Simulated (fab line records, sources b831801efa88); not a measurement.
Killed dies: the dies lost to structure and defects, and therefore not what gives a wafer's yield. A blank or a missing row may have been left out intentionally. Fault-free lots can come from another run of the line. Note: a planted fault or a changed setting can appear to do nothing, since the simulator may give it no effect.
Which tool did it? | flow sfq-line | 39 wafers from 13 lots sampled at 2 of the route's 325 steps

== WHAT THE GAUGES SHOWED, per wafer ==
Not one reading of a measure or inspect step in the record can be checked against a usual standard deviation.

== EACH LOT AND THE TOOL THAT RAN IT (in order: tool; ch and the chambers of the sampled wafers; start) ==
lot  | SFQ_TRILAYER_L0_CAP_PECVD_011  | SFQ_TRILAYER_L0_VIA_ETCH_VIA_ETCH_016
L602 | pecvd-01 ch 0,1, day 3 05:40   | rie-diel-04 ch 0,1, day 5 15:44
L603 | pecvd-03 ch 0,1, day 3 09:44   | rie-diel-04 ch 2,3, day 5 20:32
L604 | pecvd-01 ch 1,2, day 3 16:27   | rie-diel-02 ch 1,3, day 6 05:22
L605 | pecvd-02 ch 0,1,2, day 3 18:08 | rie-diel-04 ch 0,2,3, day 6 06:34
L606 | pecvd-02 ch 0,2, day 4 01:20   | rie-diel-01 ch 0,1, day 6 10:10
L609 | pecvd-03 ch 0,2, day 4 16:56   | rie-diel-01 ch 0,1, day 7 04:16
L613 | pecvd-03 ch 1,2, day 5 13:20   | rie-diel-04 ch 0,1, day 8 04:16
L616 | pecvd-03 ch 1,2, day 6 01:30   | rie-diel-02 ch 0,1,2, day 8 19:45
L618 | pecvd-01 ch 0,1,2, day 6 14:32 | rie-diel-02 ch 1,2,3, day 9 12:33
L619 | pecvd-01 ch 0,1, day 6 19:22   | rie-diel-02 ch 0,2,3, day 9 18:33
L620 | pecvd-01 ch 1,2, day 7 02:32   | rie-diel-04 ch 0,3, day 10 01:33
L621 | pecvd-02 ch 0, day 7 06:08     | rie-diel-04 ch 0,2,3, day 10 07:33
L623 | pecvd-01 ch 0,1, day 7 17:02   | rie-diel-04 ch 1,2,3, day 10 18:21
- SFQ_TRILAYER_L0_CAP_PECVD_011: deposits SiO2 from SiH4/N2O, time 13.333 s, target thk 60 nm.
- SFQ_TRILAYER_L0_VIA_ETCH_VIA_ETCH_016: etches SiO2 in CHF3, stops on MoNx KI, target depth 80 nm.

== AS READ BY THE TOOLS THEMSELVES (means over the sampled wafers that have a number; for cases with no such wafer, the mark the record gives instead) ==
SFQ_TRILAYER_L0_CAP_PECVD_011.
lot  | tool     | heater-power-w (W) | throttle-valve-pct (%)
L602 | pecvd-01 | 81                 | 23.9
L603 | pecvd-03 | 83                 | 24.5
L604 | pecvd-01 | 83                 | 24.1
L605 | pecvd-02 | 64                 | 26.5
L606 | pecvd-02 | 62                 | 25.2
L609 | pecvd-03 | 79                 | 25.1
L613 | pecvd-03 | 85                 | 27.8
L616 | pecvd-03 | 91                 | 27.7
L618 | pecvd-01 | 84                 | 24.1
L619 | pecvd-01 | 75                 | 24.2
L620 | pecvd-01 | 87                 | 23.8
L621 | pecvd-02 | 44                 | 26.5
L623 | pecvd-01 | 80                 | 24.4

SFQ_TRILAYER_L0_VIA_ETCH_VIA_ETCH_016.
lot  | tool        | drypump-motor-current-A (A) | oes-product-au (a.u.)
L602 | rie-diel-04 | 5.8                         | 0.843
L603 | rie-diel-04 | 6.0                         | 0.834
L604 | rie-diel-02 | 6.4                         | 0.839
L605 | rie-diel-04 | 6.2                         | 0.838
L606 | rie-diel-01 | 5.6                         | 0.848
L609 | rie-diel-01 | 5.3                         | 0.837
L613 | rie-diel-04 | 6.0                         | 0.831
L616 | rie-diel-02 | 5.6                         | 0.834
L618 | rie-diel-02 | 6.0                         | 0.845
L619 | rie-diel-02 | 6.1                         | 0.840
L620 | rie-diel-04 | 5.9                         | 0.837
L621 | rie-diel-04 | 6.2                         | 0.846
L623 | rie-diel-04 | 6.0                         | 0.848

== THE ANSWER, worked out from the rows above alone ==
Rule: usual is defined by the lots themselves. Put in order of their means at a reading, lots are off if they are a third of the lots or fewer, leave a main group of 4 or more, and stand apart from it by a gap of 3 or more times the standard deviation of the main group's means; of several such gaps the widest counts. A main group whose means are all the same, to the digits that the tables above print for the reading, isn't used. Also off: a lot with no number at a reading for which 4 or more lots have one. Where the step has rows for the other lots, those lots are counted as sound. After the gauges, taken in route order, come the tools' own readings; for these a lot's mean is taken, as printed above. The first step at which some lot is off is used, and at that step the reading that is off furthest; a lot without a number counts as furthest.
None of the lots is off at any reading shown; this tells nothing.

== WHAT THE SIMULATOR PUT IN ==
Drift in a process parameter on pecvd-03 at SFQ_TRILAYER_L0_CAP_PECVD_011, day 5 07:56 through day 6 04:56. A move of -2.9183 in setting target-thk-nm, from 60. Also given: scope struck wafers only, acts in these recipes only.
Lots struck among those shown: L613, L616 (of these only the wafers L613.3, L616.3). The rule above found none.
